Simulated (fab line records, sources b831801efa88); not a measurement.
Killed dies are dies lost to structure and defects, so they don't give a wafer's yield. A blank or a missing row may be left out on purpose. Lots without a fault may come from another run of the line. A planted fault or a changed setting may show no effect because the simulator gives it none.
Which tool did it? | flow sky130 | 13 lots, 39 wafers sampled, at 5 steps of a route of 708

WHAT THE GAUGES READ, wafer by wafer
SKY_VT_ADJUST_NCORE_TW_MEAS_11.
lot  | measured     | on            | VT_ADJUST_NCORE_TW
L568 | day 9 11:52  | film_metro-04 | 221.2 222.0 222.7
L570 | day 9 21:59  | film_metro-04 | 221.7 221.3 221.2
L571 | day 10 02:13 | film_metro-01 | 219.5 219.0 219.2
L572 | day 10 04:28 | film_metro-01 | 218.2 219.1 218.7
L573 | day 10 05:43 | film_metro-03 | 222.4 221.8 221.8
L574 | day 10 18:57 | film_metro-03 | 223.1 223.8 222.1
L575 | day 10 19:40 | film_metro-04 | 220.7 220.7 220.8
L576 | day 11 07:16 | film_metro-03 | 220.5 220.2 221.2
L577 | day 11 13:25 | film_metro-04 | 221.3 220.9 219.5
L578 | day 11 16:32 | film_metro-04 | 219.9 219.8 219.7
L580 | day 12 02:17 | film_metro-03 | 221.4 219.2 220.2
L581 | day 12 08:14 | film_metro-03 | 220.4 220.1 221.3
L586 | day 13 19:50 | film_metro-04 | 220.9 220.2 220.2

SKY_POLY_GATE_THK_MEAS_01.
lot  | measured     | on            | POLY_GATE_CVD_00_THK (nm)
L568 | day 14 21:50 | film_metro-01 | 183.7 184.0 181.6
L570 | day 15 13:23 | film_metro-02 | 178.2 179.8 179.2
L571 | day 15 16:11 | film_metro-02 | 177.7 178.9 176.0
L572 | day 15 20:08 | film_metro-02 | 181.0 181.2 179.7
L573 | day 15 21:39 | film_metro-02 | 177.4 178.7 177.1
L574 | day 16 12:12 | film_metro-01 | 182.3 184.2 182.2
L575 | day 16 15:53 | film_metro-03 | 181.5 180.3 181.9
L576 | day 17 06:55 | film_metro-03 | 179.6 179.6 178.9
L577 | day 17 12:00 | film_metro-02 | 179.1 178.5 179.2
L578 | day 17 14:43 | film_metro-01 | 181.1 180.4 179.9
L580 | day 18 04:19 | film_metro-03 | 180.1 180.3 180.2
L581 | day 18 15:00 | film_metro-02 | 180.7 182.9 182.1
L586 | day 20 10:53 | film_metro-02 | 197.2 196.4 195.5 197.3 196.6 195.5

SKY_LOCAL_INTERCONNECT_OVL_MEAS_12.
lot  | measured     | on         | LOCAL_INTERCONNECT_OVL (nm)
L568 | day 31 05:34 | overlay-01 | -5 1 -4
L570 | day 32 00:25 | overlay-01 | -4 7 6
L571 | day 32 02:01 | overlay-02 | 3 1 3
L572 | day 32 06:15 | overlay-01 | 0 -8 2
L573 | day 32 09:01 | overlay-01 | 4 0 -1
L574 | day 32 19:25 | overlay-02 | 9 -2 10
L575 | day 33 00:58 | overlay-01 | 0 5 0
L576 | day 33 13:37 | overlay-02 | -9 1 0
L577 | day 33 18:41 | overlay-01 | 7 1 12
L578 | day 33 23:25 | overlay-01 | 0 1 2
L580 | day 34 07:07 | overlay-02 | -4 -1 -3
L581 | day 35 03:10 | overlay-01 | 2 -6 2
L586 | day 36 04:59 | overlay-02 | -4

WHICH TOOL RAN EACH LOT (tool, then ch and the chambers of the sampled wafers, then the start)
lot  | SKY_POLY_GATE_CVD_00        | SKY_SD_P_STRIP_10
L568 | lpcvd-01 ch 1, day 14 20:37 | plasma_asher-02 ch 0,1, day 26 08:43
L570 | lpcvd-01 ch 0, day 15 12:10 | plasma_asher-04 ch 0,1, day 27 05:25
L571 | lpcvd-01 ch 0, day 15 14:59 | plasma_asher-04 ch 0,1, day 27 06:40
L572 | lpcvd-01 ch 1, day 15 18:55 | plasma_asher-04 ch 0,1, day 27 13:29
L573 | lpcvd-01 ch 1, day 15 20:27 | plasma_asher-04 ch 0,1, day 27 15:00
L574 | lpcvd-01 ch 1, day 16 10:59 | plasma_asher-03 ch 0,1, day 28 02:28
L575 | lpcvd-01 ch 0, day 16 14:41 | plasma_asher-04 ch 0,1, day 28 06:28
L576 | lpcvd-01 ch 0, day 17 05:43 | plasma_asher-04 ch 0,1, day 28 19:47
L577 | lpcvd-01 ch 0, day 17 10:47 | plasma_asher-02 ch 0,1, day 29 01:20
L578 | lpcvd-01 ch 0, day 17 13:30 | plasma_asher-04 ch 0,1, day 29 06:23
L580 | lpcvd-01 ch 0, day 18 03:07 | plasma_asher-04 ch 0,1, day 29 14:26
L581 | lpcvd-01 ch 1, day 18 13:47 | plasma_asher-03 ch 0,1, day 30 11:05
L586 | lpcvd-01 ch 0, day 20 09:41 | plasma_asher-04 ch 0,1, day 31 14:20
- SKY_POLY_GATE_CVD_00: deposits poly-Si, target thk 180 nm, time 720 s.
- SKY_SD_P_STRIP_10: strips in O2/N2.

WHAT THE TOOLS THEMSELVES READ (means of the sampled wafers that have a number; where no wafer has one, the mark that the record gives instead)
SKY_POLY_GATE_CVD_00.
lot  | tool     | spike_tc_lower_C (C) | spike_tc_upper_C (C) | susceptor_temp_C (C)
L568 | lpcvd-01 | 620.1                | 621.2                | 620.06
L570 | lpcvd-01 | 621.2                | 620.8                | 619.80
L571 | lpcvd-01 | 621.1                | 621.6                | 620.36
L572 | lpcvd-01 | 620.3                | 620.6                | 619.85
L573 | lpcvd-01 | 621.3                | 621.9                | 620.12
L574 | lpcvd-01 | 619.5                | 621.4                | 619.76
L575 | lpcvd-01 | 622.0                | 621.3                | 619.78
L576 | lpcvd-01 | 620.4                | 621.0                | 620.00
L577 | lpcvd-01 | 620.5                | 621.6                | 620.01
L578 | lpcvd-01 | 620.0                | 621.4                | 619.99
L580 | lpcvd-01 | 620.2                | 620.7                | 619.96
L581 | lpcvd-01 | 620.0                | 620.8                | 620.03
L586 | lpcvd-01 | 624.1                | 625.4                | 623.63

SKY_SD_P_STRIP_10.
lot  | tool            | drypump_motor_current_A (A) | oes_product_au (a.u.) | strip_time_to_endpoint_s (s)
L568 | plasma_asher-02 | 5.1                         | 0.618                 | 17.50
L570 | plasma_asher-04 | 5.8                         | 0.617                 | 17.53
L571 | plasma_asher-04 | 5.8                         | 0.616                 | 17.50
L572 | plasma_asher-04 | 5.9                         | 0.617                 | 17.46
L573 | plasma_asher-04 | 5.8                         | 0.618                 | 17.52
L574 | plasma_asher-03 | 5.4                         | 0.610                 | 17.48
L575 | plasma_asher-04 | 5.8                         | 0.613                 | 17.45
L576 | plasma_asher-04 | 5.8                         | 0.612                 | 17.47
L577 | plasma_asher-02 | 5.1                         | 0.618                 | 17.49
L578 | plasma_asher-04 | 5.9                         | 0.620                 | 17.52
L580 | plasma_asher-04 | 5.8                         | 0.614                 | 17.42
L581 | plasma_asher-03 | 5.9                         | 0.615                 | 17.46
L586 | plasma_asher-04 | 5.8                         | 0.619                 | 17.53

THE ANSWER, worked out from the rows above alone
Rule: what is usual is taken from the lots themselves. Put in order of their means at a reading, lots are off if they are a third of the lots or fewer, leave a main group of 4 or more, and stand apart from it by a gap of 3 or more times the standard deviation of the main group's means; of several such gaps the widest counts. A main group whose means are all the same, to the digits that the tables above print for the reading, isn't used. A lot without any number at a reading at which 4 lots or more have one is off too. The other lots that the step has rows for count as sound. The gauges are gone through in route order, then the tools' own readings, and for those a lot's mean is taken as printed above. The first step at which some lot is off is used, and at that step the reading that is off furthest; a lot without a number counts as furthest.
Off: L586, at SKY_POLY_GATE_THK_MEAS_01 (POLY_GATE_CVD_00_THK). The main group: mean 180.3 nm, standard deviation 1.7.
A tool fits if, at a process step before that reading, it ran every lot that is off, and no sound lot after the first of them. The gauges at SKY_POLY_GATE_THK_MEAS_01 aren't tried: what is off there is off at SKY_POLY_GATE_CVD_00 too, on other tools, and a gauge's error can't cause that. One fits: lpcvd-01 at SKY_POLY_GATE_CVD_00. Its last sound lot is L581 (day 18 13:47), its first lot that is off L586 (day 20 09:41): a fault that began between those two fits.
The tool's own readings at SKY_POLY_GATE_CVD_00 bear it out: on the lots that are off they differ by more than 5 times the standard deviation of the sound lots' means. spike_tc_lower_C reads 624.1 C there against 620.5 C on the sound lots; spike_tc_upper_C reads 625.4 C there against 621.2 C on the sound lots; susceptor_temp_C reads 623.63 C there against 619.98 C on the sound lots.

WHAT THE SIMULATOR HAD PUT IN
Process parameter drift: lpcvd-01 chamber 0, from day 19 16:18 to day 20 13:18, at SKY_POLY_GATE_CVD_00. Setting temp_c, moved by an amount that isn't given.
Lots struck among those shown: L586. The rule above found the same.
